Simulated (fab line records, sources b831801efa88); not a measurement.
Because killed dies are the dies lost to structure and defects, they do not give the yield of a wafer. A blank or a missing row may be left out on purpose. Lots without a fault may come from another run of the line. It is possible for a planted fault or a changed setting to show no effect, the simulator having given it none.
Matching of chambers :: flow sky130 :: SKY_CONTACT_ETCH_17 on rie diel-01 has 4 sister chambers
The step etches SiO2 in C4F8/O2/Ar, stops on Si3N4, target depth 340 nm. 4 wafers are shown with their chamber, then 7 later ones without.

== WAFERS WITH THEIR CHAMBER ==
wafer: L087.4
chamber: 0
oes product au (a.u.): 0.892

wafer: L087.6
chamber: 3
oes product au (a.u.): 0.889

wafer: L088.1
chamber: 1
oes product au (a.u.): 0.888

wafer: L088.4
chamber: 2
oes product au (a.u.): 0.895

== WAFERS MISSING THEIR CHAMBER ==
wafer: L088.6
oes product au (a.u.): 0.899

wafer: L089.2
oes product au (a.u.): 0.895

wafer: L089.5
oes product au (a.u.): 0.892

wafer: L089.6
oes product au (a.u.): 0.889

wafer: L096.3
oes product au (a.u.): 0.900

wafer: L096.4
oes product au (a.u.): 0.891

wafer: L096.5
oes product au (a.u.): 0.885

== WHICH CHAMBER EACH ONE RAN IN ==
wafer: L088.6
from the rows above: can't be placed: 2 or 0
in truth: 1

wafer: L089.2
from the rows above: can't be placed: 2 or 0
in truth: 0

wafer: L089.5
from the rows above: can't be placed: 0 or 2 or 3 or 1
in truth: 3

wafer: L089.6
from the rows above: can't be placed: 3 or 1 or 0
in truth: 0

wafer: L096.3
from the rows above: can't be placed: 2 or 0
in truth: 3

wafer: L096.4
from the rows above: can't be placed: 0 or 3 or 1 or 2
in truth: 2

wafer: L096.5
from the rows above: can't be placed: 1 or 3 or 0
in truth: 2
Correctly placed: 0 of 7. From these rows, 7 cannot be placed; in 4 the true chamber is one of the candidates. Wrongly placed: 0.
How it was worked out, from the rows above alone: a wafer's distance from a chamber is the root of the sum, over the readings, of the square of ((its reading less the chamber's mean) divided by the reading's scatter). The wafer belongs to the nearest chamber; if the next one is less than 2 further off, it can't be placed. A chamber's mean is the mean of its shown wafers. The scatter: with one shown wafer a chamber, the root of the mean of the squares of how far each hidden wafer lies from its nearest shown one.
